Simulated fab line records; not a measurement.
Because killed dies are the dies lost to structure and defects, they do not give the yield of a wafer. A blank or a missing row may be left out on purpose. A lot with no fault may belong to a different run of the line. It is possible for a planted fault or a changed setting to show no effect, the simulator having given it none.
fab line records	flow sfq-line
record lots=5	wafers=23
route steps=325 shown JJ@189 M5@205 R5@217 I5@229 M6@255 I6@271 M7@286 I7@297 M8@320
start-h: hours from the record's first day to the start of the lot's first wafer shown	wait-h: hours from the lot's prior step to this one	" identical to the entry in the row above	L1.1+2: a row that stands for several wafers	- either no value or no given start	* or withheld: withheld	< > ~ a bound
route shown NAME@n: names a module that has steps shown in the file, with the first one's number in the route	usual: mean/standard deviation taken from wafers without a fault	same: alike in all rows	chamber/n: place in a boat	sites: per-site readings	_std_site: standard deviation across them	_edge_site: the outer-site mean with the inner-site mean subtracted	radius-mm: how far each site lies from the wafer's centre	mask NAME#n: copy n	behind: the tool/chamber that last shaped the wafer	hold: why the lot went on hold/how many hours it stayed there/how the hold came to an end	device: transistor that didn't switch, given as n, p or np	end of line: the same wafers' tests at the end of the route	where a step has no rows: the recipe by itself	killed: dies that structure and defects cost at the first sort, which is not the same as the wafer's yield	map: dies across one wafer; x = killed, . = not, _ = none there
set.NAME: the setting that was run; set.NAME@STEP: the one run at that earlier step	model.NAME: the simulator's own value behind a step, which no gauge read
lots where settings were altered on purpose, with a table for each step and a row for each wafer
## steps
# step SFQ_TRILAYER_JJ_CE_LITHO_PEB_117
# recipe peb-temp-c=115	peb-time-s=60	resist=KrF
lot.wafer	tool	chamber	start-h	wait-h	set.peb-temp-c
L077.1+2+3	litho-track-04	0	1299.62	1.0	115
L082.1+2	litho-track-02	0	1338.10	1.0	116.7
L082.3+5+6	"	0	"	"	115
L083.1+2+5	litho-track-04	0	1345.30	1.0	115
L083.4+6	"	0	"	"	117.2
L084.1+2+5	litho-track-02	0	1360.93	1.0	118.5
L084.3+4	"	0	"	"	115
L085.1+2+4	litho-track-01	0	1375.33	1.0	115
L085.3+5	"	0	"	"	117
# step SFQ_TRILAYER_JJ_CE_LITHO_DEVELOP_116
# recipe time-s=60	resist=KrF
# step SFQ_TRILAYER_JJ_CE_METRO_MEASURE_117
# usual cd-nm=700.3/0.99
lot.wafer	tool	chamber	start-h	wait-h	set.peb-temp-c@TRILAYER_JJ_CE_LITHO_PEB_117	cd-nm
L077.1	cd-sem-01	-	1299.96	0.0	115	699.7
L077.2	"	-	"	"	115	699.5
L077.3	"	-	"	"	115	698.8
L082.1	cd-sem-01	-	1338.43	0.0	116.7	671.1
L082.2	"	-	"	"	116.7	670.4
L082.3	"	-	"	"	115	700.4
L082.5	"	-	"	"	115	700.2
L082.6	"	-	"	"	115	699.6
L083.1	cd-sem-02	-	1345.63	0.0	115	701.6
L083.2	"	-	"	"	115	700.2
L083.4	"	-	"	"	117.2	663.2
L083.5	"	-	"	"	115	701.8
L083.6	"	-	"	"	117.2	664.2
L084.1	cd-sem-01	-	1361.26	0.0	118.5	644.6
L084.2	"	-	"	"	118.5	644.6
L084.3	"	-	"	"	115	702.3
L084.4	"	-	"	"	115	702.8
L084.5	"	-	"	"	118.5	645.1
L085.1	cd-sem-02	-	1375.66	0.0	115	698.8
L085.2	"	-	"	"	115	699.0
L085.3	"	-	"	"	117	665.1
L085.4	"	-	"	"	115	699.4
L085.5	"	-	"	"	117	666.3
# step SFQ_TRILAYER_JJ_CE_BARC_OPEN_RIE_150
# recipe mask-material=PR	chemistry=O2	target-depth-nm=240	target=BARC	icp-w=600	bias-w=80	pressure-mtorr=10.13	time-s=80
lot.wafer	tool	chamber	start-h	wait-h	set.peb-temp-c@TRILAYER_JJ_CE_LITHO_PEB_117	model.JJ.cd-nm
L077.1	rie-metal-04	0	1301.16	1.0	115	700.7
L077.2	"	1	"	"	115	695.3
L077.3	"	1	"	"	115	694.8
L082.1	rie-metal-02	1	1339.63	1.0	116.7	668.3
L082.2	"	0	"	"	116.7	669.8
L082.3+6	"	0	"	"	115	699.7
L082.5	"	1	"	"	115	697.7
L083.1	rie-metal-04	0	1346.83	1.0	115	703.3
L083.2	"	1	"	"	115	696.3
L083.4	"	0	"	"	117.2	665
L083.5	"	0	"	"	115	704.2
L083.6	"	1	"	"	117.2	660.6
L084.1	rie-metal-04	1	1362.46	1.0	118.5	641.7
L084.2	"	0	"	"	118.5	646.5
L084.3	"	1	"	"	115	700.1
L084.4	"	0	"	"	115	704.1
L084.5	"	0	"	"	118.5	648.8
L085.1	rie-metal-04	0	1376.86	1.0	115	699.7
L085.2	"	1	"	"	115	695.2
L085.3	"	0	"	"	117	667
L085.4	"	1	"	"	115	695.8
L085.5	"	0	"	"	117	667.7
# step SFQ_TRILAYER_M5_BARC_OPEN_METAL_ETCH_161
# recipe mask-material=PR	chemistry=O2	target-depth-nm=125	target=BARC	icp-w=600	bias-w=80	pressure-mtorr=10	time-s=41.7
lot.wafer	tool	chamber	start-h	wait-h	set.time-s	model.KrF_of_TRILAYER_M5_LITHO_COAT_123.thk-nm
L077.1	rie-metal-03	0	1429.79	0.0	41.7	519.2
L077.2+3	"	1	"	"	41.7	521.1
L082.1	rie-metal-03	1	1462.10	0.0	38.67	525.4
L082.2	"	0	"	"	41.7	523.4
L082.3+6	"	0	"	"	38.67	525.3
L082.5	"	1	"	"	41.7	520.7
L083.1	rie-metal-04	1	1469.30	0.0	44.76	515.8
L083.2	"	0	"	"	41.7	518.2
L083.4	"	1	"	"	44.76	517
L083.5	"	1	"	"	41.7	520.4
L083.6	"	0	"	"	41.7	519.1
L084.1	rie-metal-03	0	1481.30	0.0	47.6	517.3
L084.2	"	1	"	"	41.7	521.8
L084.3	"	0	"	"	41.7	520
L084.4	"	1	"	"	47.6	515.1
L084.5	"	0	"	"	41.7	523.5
L085.1	rie-metal-03	0	1493.93	0.0	41.7	522.2
L085.2	"	1	"	"	41.7	523.8
L085.3	"	0	"	"	41.7	523
L085.4	"	1	"	"	41.7	522.5
L085.5	"	0	"	"	41.7	523.1
# step SFQ_TRILAYER_R5_LITHO_COAT_141
# recipe resist=BARC	spin-rpm=3000	resist-thk-nm=62
lot.wafer	tool	chamber	start-h	wait-h	set.spin-rpm	model.BARC_of_TRILAYER_R5_LITHO_COAT_141.thk-nm
L077.1+3	litho-track-01	0	1443.02	0.1	3000	62.01
L077.2	"	0	"	"	3000	61.97
L082.1	litho-track-02	0	1467.70	0.1	3125	60.58
L082.2	"	0	"	"	3000	61.88
L082.3	"	0	"	"	3000	61.86
L082.5	"	0	"	"	3125	60.59
L082.6	"	0	"	"	3000	61.92
L083.1	litho-track-01	0	1474.90	0.1	3123	60.77
L083.2	"	0	"	"	3000	62.06
L083.4	"	0	"	"	3000	61.98
L083.5	"	0	"	"	3000	61.84
L083.6	"	0	"	"	3123	61.07
L084.1	litho-track-01	0	1486.90	0.1	3137	60.49
L084.2	"	0	"	"	3000	61.91
L084.3	"	0	"	"	3000	62.1
L084.4	"	0	"	"	3000	61.9
L084.5	"	0	"	"	3137	60.71
L085.1	litho-track-03	0	1499.52	0.1	3000	61.82
L085.2	"	0	"	"	3142	60.41
L085.3	"	0	"	"	3000	61.85
L085.4	"	0	"	"	3000	61.91
L085.5	"	0	"	"	3142	60.35
# step SFQ_TRILAYER_I5_LITHO_COAT_149
# recipe resist=BARC	spin-rpm=3000	resist-thk-nm=62
lot.wafer	tool	chamber	start-h	wait-h	set.spin-rpm	model.BARC_of_TRILAYER_I5_LITHO_COAT_149.thk-nm
L077.1	litho-track-03	0	1555.75	0.0	3000	62.34
L077.2	"	0	"	"	3000	62.26
L077.3	"	0	"	"	3000	62.32
L082.1+6	litho-track-03	0	1579.75	0.0	3000	62.03
L082.2	"	0	"	"	3000	61.9
L082.3	"	0	"	"	3000	61.95
L082.5	"	0	"	"	3000	62.01
L083.1	litho-track-04	0	1587.68	0.0	3088	61.19
L083.2	"	0	"	"	3000	61.85
L083.4	"	0	"	"	3088	60.83
L083.5	"	0	"	"	3088	61.01
L083.6	"	0	"	"	3000	61.92
L084.1	litho-track-04	0	1596.55	0.0	3000	62.1
L084.2	"	0	"	"	3000	62.21
L084.3	"	0	"	"	3000	62.16
L084.4	"	0	"	"	3000	62.3
L084.5	"	0	"	"	3000	62.27
L085.1	litho-track-01	0	1611.89	0.0	3203	60.18
L085.2	"	0	"	"	3203	60.13
L085.3	"	0	"	"	3203	60.11
L085.4	"	0	"	"	3000	62.19
L085.5	"	0	"	"	3000	62.03
# step SFQ_TRILAYER_I5_BARC_OPEN_VIA_ETCH_200
# recipe mask-material=PR	chemistry=O2	target-depth-nm=125	target=BARC	source-w=500	bias-w=80	pressure-mtorr=30	time-s=41.7
lot.wafer	tool	chamber	start-h	wait-h	set.pressure-mtorr	model.etch.depth-nm
L077.1	rie-diel-01	1	1558.16	0.0	30	62.34
L077.2	"	3	"	"	30	62.26
L077.3	"	2	"	"	30	62.32
L082.1+2+3+5+6	rie-diel-01	2,3,0,0,3	1703.48	0.0	34.08	-
L083.1	rie-diel-04	1	1709.64	0.0	31.55	61.19
L083.2+4+6	"	2,2,1	"	"	31.55	-
L083.5	"	3	"	"	31.55	61.01
L084.1+2+3+4+5	rie-diel-01	3,0,2,2,0	1710.84	0.0	31.24	-
L085.1+2+3+4+5	rie-diel-01	0,2,3,0,2	1719.24	0.0	28.12	-
# step SFQ_TRILAYER_M6_LITHO_COAT_164
# recipe resist=BARC	spin-rpm=3000	resist-thk-nm=62
lot.wafer	tool	chamber	start-h	wait-h	set.spin-rpm	model.BARC_of_TRILAYER_M6_LITHO_COAT_164.thk-nm
L077.1	litho-track-04	0	1686.85	0.1	3000	61.99
L077.2	"	0	"	"	3000	62.06
L077.3	"	0	"	"	3000	62.19
L082.1	litho-track-02	0	1782.13	0.1	3000	61.67
L082.2	"	0	"	"	2842	63.46
L082.3	"	0	"	"	3000	61.74
L082.5	"	0	"	"	2842	63.62
L082.6	"	0	"	"	2842	63.48
L083.1	litho-track-02	0	1819.19	0.1	3000	62.16
L083.2	"	0	"	"	3000	62
L083.4	"	0	"	"	3000	62.06
L083.5	"	0	"	"	3000	62.12
L083.6	"	0	"	"	3000	61.87
L084.1	litho-track-04	0	1826.39	0.1	3000	61.76
L084.2	"	0	"	"	3000	61.88
L084.3	"	0	"	"	3000	61.94
L084.4	"	0	"	"	3000	61.96
L084.5	"	0	"	"	3000	61.79
L085.1	litho-track-04	0	1837.19	0.1	3000	62.02
L085.2	"	0	"	"	2819	63.86
L085.3	"	0	"	"	2819	63.69
L085.4	"	0	"	"	2819	63.77
L085.5	"	0	"	"	3000	61.86
# step SFQ_TRILAYER_I6_VIA_LITHO_COAT_169
# recipe resist=KrF	spin-rpm=3000	resist-thk-nm=650
lot.wafer	tool	chamber	start-h	wait-h	set.spin-rpm	model.KrF_of_TRILAYER_I6_VIA_LITHO_COAT_169.thk-nm
L077.1+3	litho-track-03	0	1705.69	0.2	3000	650.5
L077.2	"	0	"	"	3000	650.4
L082.1	litho-track-02	0	1790.99	0.2	3223	624.6
L082.2	"	0	"	"	3000	649.3
L082.3	"	0	"	"	3000	649.2
L082.5	"	0	"	"	3223	624.8
L082.6	"	0	"	"	3223	626.5
L083.1	litho-track-01	0	1922.99	0.2	2936	656.9
L083.2	"	0	"	"	2936	657
L083.4	"	0	"	"	3000	647.6
L083.5	"	0	"	"	3000	649
L083.6	"	0	"	"	3000	648.2
L084.1	litho-track-01	0	1935.01	0.2	3173	631
L084.2	"	0	"	"	3000	650.4
L084.3	"	0	"	"	3173	631.8
L084.4	"	0	"	"	3173	632.9
L084.5	"	0	"	"	3000	652.2
L085.1	litho-track-03	0	1949.53	0.2	3000	655.8
L085.2	"	0	"	"	3217	630.1
L085.3	"	0	"	"	3000	654.3
L085.4	"	0	"	"	3217	629.5
L085.5	"	0	"	"	3000	654.4
# step SFQ_TRILAYER_M7_LITHO_COAT_177
# recipe resist=KrF	spin-rpm=3000	resist-thk-nm=600
lot.wafer	tool	chamber	start-h	wait-h	set.spin-rpm	model.KrF_of_TRILAYER_M7_LITHO_COAT_177.thk-nm
L077.1	litho-track-04	0	1778.19	0.2	3000	597.5
L077.2	"	0	"	"	3000	595.9
L077.3	"	0	"	"	3000	595.7
L082.1	litho-track-03	0	1883.26	0.2	3065	594.3
L082.2	"	0	"	"	3065	596
L082.3	"	0	"	"	3065	595.9
L082.5	"	0	"	"	3000	603.6
L082.6	"	0	"	"	3000	599.4
L083.1	litho-track-03	0	1926.50	0.2	3000	603.2
L083.2	"	0	"	"	3000	602.4
L083.4	"	0	"	"	3000	599.5
L083.5	"	0	"	"	3000	601.4
L083.6	"	0	"	"	3000	601.7
L084.1+2	litho-track-01	0	1938.52	0.2	3000	598.7
L084.3+5	"	0	"	"	3000	598
L084.4	"	0	"	"	3000	599.5
L085.1	litho-track-01	0	1953.05	0.2	3000	599.9
L085.2	"	0	"	"	3000	598.3
L085.3	"	0	"	"	2782	622
L085.4	"	0	"	"	2782	622.3
L085.5	"	0	"	"	3000	599.5
# step SFQ_TRILAYER_M7_LITHO_SOFTBAKE_181
# recipe temp-c=withheld	time-s=withheld	resist=KrF
# step SFQ_TRILAYER_M7_LITHO_EXPOSE_178
# recipe mask-id=M7	na=0.6	source-shape=conventional	sigma-outer=0.65	target-cd-nm=500	dose-mj=14.4
# step SFQ_TRILAYER_M7_LITHO_DEVELOP_179
# recipe time-s=60	resist=KrF
# step SFQ_TRILAYER_M7_BARC_OPEN_METAL_ETCH_229
# recipe mask-material=PR	chemistry=O2	target-depth-nm=125	target=BARC	icp-w=600	bias-w=80	pressure-mtorr=10	time-s=41.7
lot.wafer	tool	chamber	start-h	wait-h	set.spin-rpm@TRILAYER_M7_LITHO_COAT_177	model.KrF_of_TRILAYER_M7_LITHO_COAT_177.thk-nm
L077.1	rie-metal-01	1	1876.55	0.0	3000	522.5
L077.2	"	0	"	"	3000	520.3
L077.3	"	0	"	"	3000	520
L082.1	rie-metal-01	1	1968.00	0.0	3065	519.1
L082.2	"	0	"	"	3065	519.3
L082.3	"	0	"	"	3065	518.9
L082.5	"	0	"	"	3000	526.6
L082.6	"	1	"	"	3000	524.1
L083.1	rie-metal-02	0	1969.52	0.0	3000	527.9
L083.2	"	1	"	"	3000	523.7
L083.4	"	0	"	"	3000	523.9
L083.5	"	1	"	"	3000	522.5
L083.6	"	0	"	"	3000	526.3
L084.1	rie-metal-01	0	1970.72	0.0	3000	522
L084.2	"	1	"	"	3000	523.8
L084.3	"	0	"	"	3000	521.4
L084.4	"	1	"	"	3000	524.5
L084.5	"	1	"	"	3000	523.4
L085.1+5	rie-metal-03	1	1971.92	0.0	3000	521.3
L085.2	"	0	"	"	3000	520.4
L085.3	"	1	"	"	2782	544.2
L085.4	"	0	"	"	2782	544.7
# step SFQ_TRILAYER_I7_CMP_CMP_184
# recipe material=SiO2	down-force-psi=3	platen-rpm=60	pad-velocity-m-s=0.94248
lot.wafer	tool	chamber	start-h	wait-h	set.leave-above-ref-nm	model.SiO2_of_TRILAYER_I7_DEP_PECVD_183.thk-nm
L077.1	cmp-01	3	1882.46	4.7	200	200.8
L077.3+2	"	1,2	1883.46	5.7	200	200
L082.1	cmp-02	0	1978.72	9.7	200	199.6
L082.2	"	2	1979.72	10.7	200	198.3
L082.3	"	3	"	"	200	200.8
L082.5	"	0	"	"	200	200.3
L082.6	"	1	"	"	200	201.3
L083.2	cmp-02	2	1981.72	11.2	200	200
L083.4	"	0	1982.72	12.2	210.6	212.4
L083.1	"	1	"	"	210.6	213
L083.5	"	2	"	"	200	198.9
L083.6	"	3	"	"	210.6	213.1
L084.2	cmp-01	2	1981.84	10.1	186.6	185.6
L084.1	"	3	"	"	200	199.9
L084.4	"	0	"	"	200	198.4
L084.3	"	1	"	"	186.6	185.7
L084.5	"	2	"	"	186.6	185.3
L085.4	cmp-02	2	1984.72	11.8	205.3	202.8
L085.3	"	3	"	"	200	201.1
L085.2	"	0	"	"	200	198.9
L085.1	"	1	"	"	200	201.7
L085.5	"	2	"	"	205.3	202.1
# step SFQ_TRILAYER_I7_METRO_MEASURE_185
# usual thk-nm=199.7/1.3
lot.wafer	tool	chamber	start-h	wait-h	set.leave-above-ref-nm@TRILAYER_I7_CMP_CMP_184	thk-nm
L077.1	film-metro-02	-	1885.58	0.1	200	201.0
L077.2	"	-	"	"	200	199.9
L077.3	"	-	"	"	200	199.9
L082.1	film-metro-01	-	1981.84	0.1	200	199.6
L082.2	"	-	"	"	200	198.3
L082.3	"	-	"	"	200	200.9
L082.5	"	-	"	"	200	200.3
L082.6	"	-	"	"	200	201.2
L083.1	film-metro-02	-	1984.84	0.1	210.6	213.0
L083.2	"	-	"	"	200	200.1
L083.4	"	-	"	"	210.6	212.5
L083.5	"	-	"	"	200	198.7
L083.6	"	-	"	"	210.6	213.1
L084.1	film-metro-01	-	1984.96	0.1	200	199.7
L084.2	"	-	"	"	186.6	185.7
L084.3	"	-	"	"	186.6	185.7
L084.4	"	-	"	"	200	198.3
L084.5	"	-	"	"	186.6	185.3
L085.1	film-metro-02	-	1987.84	0.1	200	201.7
L085.2	"	-	"	"	200	198.8
L085.3	"	-	"	"	200	201.1
L085.4	"	-	"	"	205.3	202.9
L085.5	"	-	"	"	205.3	202.0
# step SFQ_TRILAYER_I7_VIA_LITHO_COAT_192
# recipe resist=BARC	spin-rpm=3000	resist-thk-nm=62
lot.wafer	tool	chamber	start-h	wait-h	set.spin-rpm	model.BARC_of_TRILAYER_I7_VIA_LITHO_COAT_192.thk-nm
L077.1	litho-track-01	0	1886.78	1.0	3000	61.93
L077.2	"	0	"	"	3000	61.84
L077.3	"	0	"	"	3000	61.8
L082.1	litho-track-04	0	1983.04	1.0	3000	62.07
L082.2	"	0	"	"	3000	62.1
L082.3	"	0	"	"	3000	61.96
L082.5	"	0	"	"	3000	61.9
L082.6	"	0	"	"	3000	62.13
L083.1	litho-track-04	0	1986.04	1.0	3000	62.02
L083.2	"	0	"	"	3000	61.95
L083.4	"	0	"	"	3000	61.99
L083.5	"	0	"	"	3000	61.97
L083.6	"	0	"	"	3000	61.82
L084.1	litho-track-01	0	1986.16	1.0	3000	62
L084.2	"	0	"	"	2809	64.2
L084.3	"	0	"	"	3000	62.1
L084.4	"	0	"	"	2809	64.11
L084.5	"	0	"	"	2809	64.14
L085.1	litho-track-04	0	1989.04	1.0	3201	59.97
L085.2	"	0	"	"	3201	60
L085.3	"	0	"	"	3000	61.93
L085.4	"	0	"	"	3000	61.73
L085.5	"	0	"	"	3000	62.07
# step SFQ_TRILAYER_I7_VIA_ETCH_VIA_ETCH_190
# recipe target=SiO2	stop-on=Nb	mask-material=PR	taper-deg=20	chemistry=CHF3	target-depth-nm=260	source-w=500	bias-w=80	pressure-mtorr=30	time-s=withheld
# usual oes-product-au=0.854/0.0052
lot.wafer	tool	chamber	start-h	wait-h	set.source-w	set.leave-above-ref-nm@TRILAYER_I7_CMP_CMP_184	oes-product-au	model.I7.feature-depth-nm
L077.1	rie-diel-02	3	1892.57	0.0	500	200	0.857	200.8
L077.2	"	1	"	"	500	200	0.850	200
L077.3	"	0	"	"	500	200	0.858	200
L082.1	rie-diel-03	2	1985.37	0.0	500	200	0.850	199.6
L082.2	"	1	"	"	500	200	0.840	198.3
L082.3	"	0	"	"	459.2	200	0.863	200.8
L082.5	"	2	"	"	459.2	200	0.858	200.3
L082.6	"	3	"	"	500	200	0.855	201.3
L083.1	rie-diel-01	1	1988.37	0.0	500	210.6	0.884	213
L083.2	"	0	"	"	445.9	200	0.854	200
L083.4	"	3	"	"	445.9	210.6	0.885	212.4
L083.5	"	0	"	"	500	200	0.848	198.9
L083.6	"	1	"	"	500	210.6	0.883	213.1
L084.1	rie-diel-02	0	1989.57	0.0	500	200	0.856	199.9
L084.2	"	2	"	"	500	186.6	0.823	185.6
L084.3	"	1	"	"	500	186.6	0.822	185.7
L084.4	"	3	"	"	480.8	200	0.848	198.4
L084.5	"	0	"	"	480.8	186.6	0.821	185.3
L085.1	rie-diel-03	3	1991.37	0.0	548.3	200	0.862	202.5
L085.2	"	1	"	"	548.3	200	0.846	199.7
L085.3	"	2	"	"	500	200	0.859	201.1
L085.4	"	0	"	"	548.3	205.3	0.868	203.6
L085.5	"	3	"	"	500	205.3	0.860	202.1
# step SFQ_TRILAYER_M8_DEP_EVAP_198
# recipe material=Pt	angular-spread-deg=1	target-thk-nm=50	time-s=250	power-w=2000
lot.wafer	tool	chamber	start-h	wait-h	set.time-s	model.Pt_of_TRILAYER_M8_DEP_EVAP_198.thk-nm
L077.1	pvd-sputter-01	-	1986.06	0.0	250	48.87
L077.2	"	-	"	"	250	50.35
L077.3	"	-	"	"	250	50.53
L082.1	pvd-sputter-02	-	2075.22	0.0	250	49.19
L082.2	"	-	"	"	280.1	55.29
L082.3	"	-	"	"	250	49.94
L082.5	"	-	"	"	250	49.38
L082.6	"	-	"	"	280.1	55.47
L083.1	pvd-sputter-01	-	2077.61	0.0	250	49.37
L083.2	"	-	"	"	250	49.95
L083.4	"	-	"	"	250	51.28
L083.5	"	-	"	"	250	49.73
L083.6	"	-	"	"	250	49.77
L084.1	pvd-sputter-02	-	2078.82	0.0	250	49.69
L084.2	"	-	"	"	250	50.64
L084.3	"	-	"	"	217.7	43.45
L084.4	"	-	"	"	217.7	43.51
L084.5	"	-	"	"	217.7	43.56
L085.1	pvd-sputter-01	-	2081.21	0.0	250	50.58
L085.2	"	-	"	"	250	48.52
L085.3	"	-	"	"	250	50.29
L085.4	"	-	"	"	250	49.35
L085.5	"	-	"	"	250	50.84
## key
split step=SFQ_TRILAYER_JJ_CE_LITHO_PEB_117	setting=peb-temp-c	stated=115	by=wafer
response step=SFQ_TRILAYER_JJ_CE_METRO_MEASURE_117	reading=cd-nm	change=-19.2	per=1%	r=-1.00
response step=SFQ_TRILAYER_JJ_CE_BARC_OPEN_RIE_150	reading=model.JJ.cd-nm	change=-18.8	per=1%	r=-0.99
split step=SFQ_TRILAYER_M5_BARC_OPEN_METAL_ETCH_161	setting=time-s	stated=41.7	by=wafer
response step=SFQ_TRILAYER_M5_BARC_OPEN_METAL_ETCH_161	reading=model.KrF_of_TRILAYER_M5_LITHO_COAT_123.thk-nm	change=-0.403	per=1%	r=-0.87
split step=SFQ_TRILAYER_R5_LITHO_COAT_141	setting=spin-rpm	stated=3000	by=wafer
response step=SFQ_TRILAYER_R5_LITHO_COAT_141	reading=model.BARC_of_TRILAYER_R5_LITHO_COAT_141.thk-nm	change=-0.297	per=1%	r=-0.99
split step=SFQ_TRILAYER_I5_LITHO_COAT_149	setting=spin-rpm	stated=3000	by=wafer
response step=SFQ_TRILAYER_I5_LITHO_COAT_149	reading=model.BARC_of_TRILAYER_I5_LITHO_COAT_149.thk-nm	change=-0.292	per=1%	r=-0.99
split step=SFQ_TRILAYER_I5_BARC_OPEN_VIA_ETCH_200	setting=pressure-mtorr	stated=30	by=lot
response step=SFQ_TRILAYER_I5_BARC_OPEN_VIA_ETCH_200	reading=model.etch.depth-nm	change=-0.234	per=1%	r=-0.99
split step=SFQ_TRILAYER_M6_LITHO_COAT_164	setting=spin-rpm	stated=3000	by=wafer
response step=SFQ_TRILAYER_M6_LITHO_COAT_164	reading=model.BARC_of_TRILAYER_M6_LITHO_COAT_164.thk-nm	change=-0.322	per=1%	r=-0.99
split step=SFQ_TRILAYER_I6_VIA_LITHO_COAT_169	setting=spin-rpm	stated=3000	by=wafer
response step=SFQ_TRILAYER_I6_VIA_LITHO_COAT_169	reading=model.KrF_of_TRILAYER_I6_VIA_LITHO_COAT_169.thk-nm	change=-3.37	per=1%	r=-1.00
split step=SFQ_TRILAYER_M7_LITHO_COAT_177	setting=spin-rpm	stated=3000	by=wafer
response step=SFQ_TRILAYER_M7_LITHO_COAT_177	reading=model.KrF_of_TRILAYER_M7_LITHO_COAT_177.thk-nm	change=-3.13	per=1%	r=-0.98
response step=SFQ_TRILAYER_M7_BARC_OPEN_METAL_ETCH_229	reading=model.KrF_of_TRILAYER_M7_LITHO_COAT_177.thk-nm	change=-3.2	per=1%	r=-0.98
split step=SFQ_TRILAYER_I7_CMP_CMP_184	setting=leave-above-ref-nm	stated=200	by=wafer
response step=SFQ_TRILAYER_I7_CMP_CMP_184	reading=model.SiO2_of_TRILAYER_I7_DEP_PECVD_183.thk-nm	change=+2.09	per=1%	r=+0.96
response step=SFQ_TRILAYER_I7_METRO_MEASURE_185	reading=thk-nm	change=+2.08	per=1%	r=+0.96
response step=SFQ_TRILAYER_I7_VIA_ETCH_VIA_ETCH_190	reading=oes-product-au	change=+0.00501	per=1%	r=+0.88
response step=SFQ_TRILAYER_I7_VIA_ETCH_VIA_ETCH_190	reading=model.I7.feature-depth-nm	change=+2.08	per=1%	r=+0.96
split step=SFQ_TRILAYER_I7_VIA_LITHO_COAT_192	setting=spin-rpm	stated=3000	by=wafer
response step=SFQ_TRILAYER_I7_VIA_LITHO_COAT_192	reading=model.BARC_of_TRILAYER_I7_VIA_LITHO_COAT_192.thk-nm	change=-0.307	per=1%	r=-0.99
split step=SFQ_TRILAYER_I7_VIA_ETCH_VIA_ETCH_190	setting=source-w	stated=500	by=wafer
response none clear
split step=SFQ_TRILAYER_M8_DEP_EVAP_198	setting=time-s	stated=250	by=wafer
response step=SFQ_TRILAYER_M8_DEP_EVAP_198	reading=model.Pt_of_TRILAYER_M8_DEP_EVAP_198.thk-nm	change=+0.503	per=1%	r=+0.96
